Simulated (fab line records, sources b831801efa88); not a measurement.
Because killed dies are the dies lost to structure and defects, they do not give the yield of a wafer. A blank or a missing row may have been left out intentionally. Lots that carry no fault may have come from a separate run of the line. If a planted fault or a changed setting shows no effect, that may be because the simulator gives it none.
2 desks, one fault -- flow sky130 -- numbers are kept per desk, each desk with only its own; the story behind them comes last

== AT THE METROLOGY DESK ==
Lot by lot, what the gauges showed, no matter which tool ran the lot: averages of those sampled wafers that carry a number. Any lot whose mean is over 4 standard deviations away from the usual mean is out of limits and marked OUT; that distance is given in the brackets.
Columns: A = VIA3_BOW at SKY_VIA3_BOW_MEAS_03, usual 81 um
lot,first seen here,A
L783,day 38 15:49,74
L784,day 38 16:07,86
L786,day 39 22:31,70
L787,day 40 13:55,74
L789,day 40 18:30,85
L790,day 41 02:50,79
L793,day 41 22:20,82
L801,day 43 21:23,90
L802,day 43 23:44,82
L803,day 44 13:07,69
L804,day 44 20:07,92
L805,day 45 01:23,88
Finding of this desk: none of the 12 lots has anything out of limits.

== DESK OF THE TOOL OWNER: plasmaAsher-03 ==
The tool's own readings at SKY_VT_ADJUST_HVTP_STRIP_10 (strips in O2/N2): means of the sampled wafers that have a number, for each lot that ran on this tool. Any lot whose mean is over 4 standard deviations away from the usual mean is out of limits and marked OUT; that distance is given in the brackets.
Columns: A = drypumpMotorCurrentA at SKY_VT_ADJUST_HVTP_STRIP_10, usual 5.5 A; B = oesProductAu at SKY_VT_ADJUST_HVTP_STRIP_10, usual 0.715 a.u.; C = stripTimeToEndpointS at SKY_VT_ADJUST_HVTP_STRIP_10, usual 14.18 s
lot,first seen here,A,B,C
L786,day 7 04:18,5.5,0.716,14.18
L787,day 7 13:39,5.3,0.721,14.17
L790,day 8 02:31,5.0,0.712,14.18
L793,day 8 20:07,5.3,0.713,14.20
L801,day 11 01:05,5.0,0.716,14.23
Finding of this desk: none of the 5 lots has anything out of limits.

== TAKEN TOGETHER ==
The metrology desk saw nothing out of limits.
Nothing out of limits was seen by the tool owner's desk.

== WHAT HAD BEEN PUT IN BY THE SIMULATOR ==
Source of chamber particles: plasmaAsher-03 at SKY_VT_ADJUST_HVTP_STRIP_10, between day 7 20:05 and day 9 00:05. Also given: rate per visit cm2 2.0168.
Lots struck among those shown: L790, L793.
